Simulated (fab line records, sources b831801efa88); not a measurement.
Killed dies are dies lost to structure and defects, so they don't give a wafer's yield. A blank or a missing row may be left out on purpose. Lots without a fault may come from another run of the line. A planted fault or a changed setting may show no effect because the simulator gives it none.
Which tool did it? | flow gf180mcu | 6 lots, 18 wafers sampled, at 4 steps of a route of 602

WHAT THE GAUGES READ, wafer by wafer
GF_TOP_METAL_THK_MEAS_06: measures by xrf.
lot  | measured     | on            | TOP_METAL_ALCU_THK (nm)
L387 | day 27 06:34 | film_metro-04 | 903 888 878
L391 | day 28 14:34 | film_metro-02 | 904 907 884
L400 | day 31 09:17 | film_metro-04 | 884 878 888
L403 | day 32 02:12 | film_metro-02 | 909 898 907
L407 | day 33 07:45 | film_metro-04 | 870 888 873
L409 | day 33 16:44 | film_metro-01 | 909 894 889

WHICH TOOL RAN EACH LOT (tool, then ch and the chambers of the sampled wafers, then the start)
lot  | GF_M3_SPUTTER_04             | GF_MIM_SPUTTER_01            | GF_MIM_STRIP_20
L387 | pvd_sputter-03, day 20 10:05 | pvd_sputter-02, day 24 12:25 | plasma_asher-01 ch 0,1, day 25 09:57
L391 | pvd_sputter-03, day 21 23:52 | pvd_sputter-03, day 25 23:05 | plasma_asher-03 ch 0,1, day 26 19:19
L400 | pvd_sputter-02, day 25 06:50 | pvd_sputter-04, day 28 22:18 | plasma_asher-01 ch 0,1, day 29 17:50
L403 | pvd_sputter-03, day 26 05:08 | pvd_sputter-02, day 29 16:26 | plasma_asher-01 ch 0,1, day 30 11:11
L407 | pvd_sputter-04, day 27 16:56 | pvd_sputter-02, day 31 01:28 | plasma_asher-01 ch 0,1, day 31 19:38
L409 | pvd_sputter-03, day 28 03:44 | pvd_sputter-03, day 31 11:48 | plasma_asher-04 ch 1, day 32 04:52
- GF_M3_SPUTTER_04: material TiN, target thk 50 nm, time 41.7 s.
- GF_MIM_SPUTTER_01: material TiN, target thk 30 nm, time 25 s.
- GF_MIM_STRIP_20: strips in O2/N2.

THE ANSWER, worked out from the rows above alone
Rule: what is usual is taken from the lots themselves. Put in order of their means at a reading, lots are off if they are a third of the lots or fewer, leave a main group of 4 or more, and stand apart from it by a gap of 3 or more times the standard deviation of the main group's means; of several such gaps the widest counts. A main group whose means are all the same, to the digits that the tables above print for the reading, isn't used. A lot without any number at a reading at which 4 lots or more have one is off too. The other lots that the step has rows for count as sound.
No lot is off at any reading shown: from this, nothing can be told.

WHAT THE SIMULATOR HAD PUT IN
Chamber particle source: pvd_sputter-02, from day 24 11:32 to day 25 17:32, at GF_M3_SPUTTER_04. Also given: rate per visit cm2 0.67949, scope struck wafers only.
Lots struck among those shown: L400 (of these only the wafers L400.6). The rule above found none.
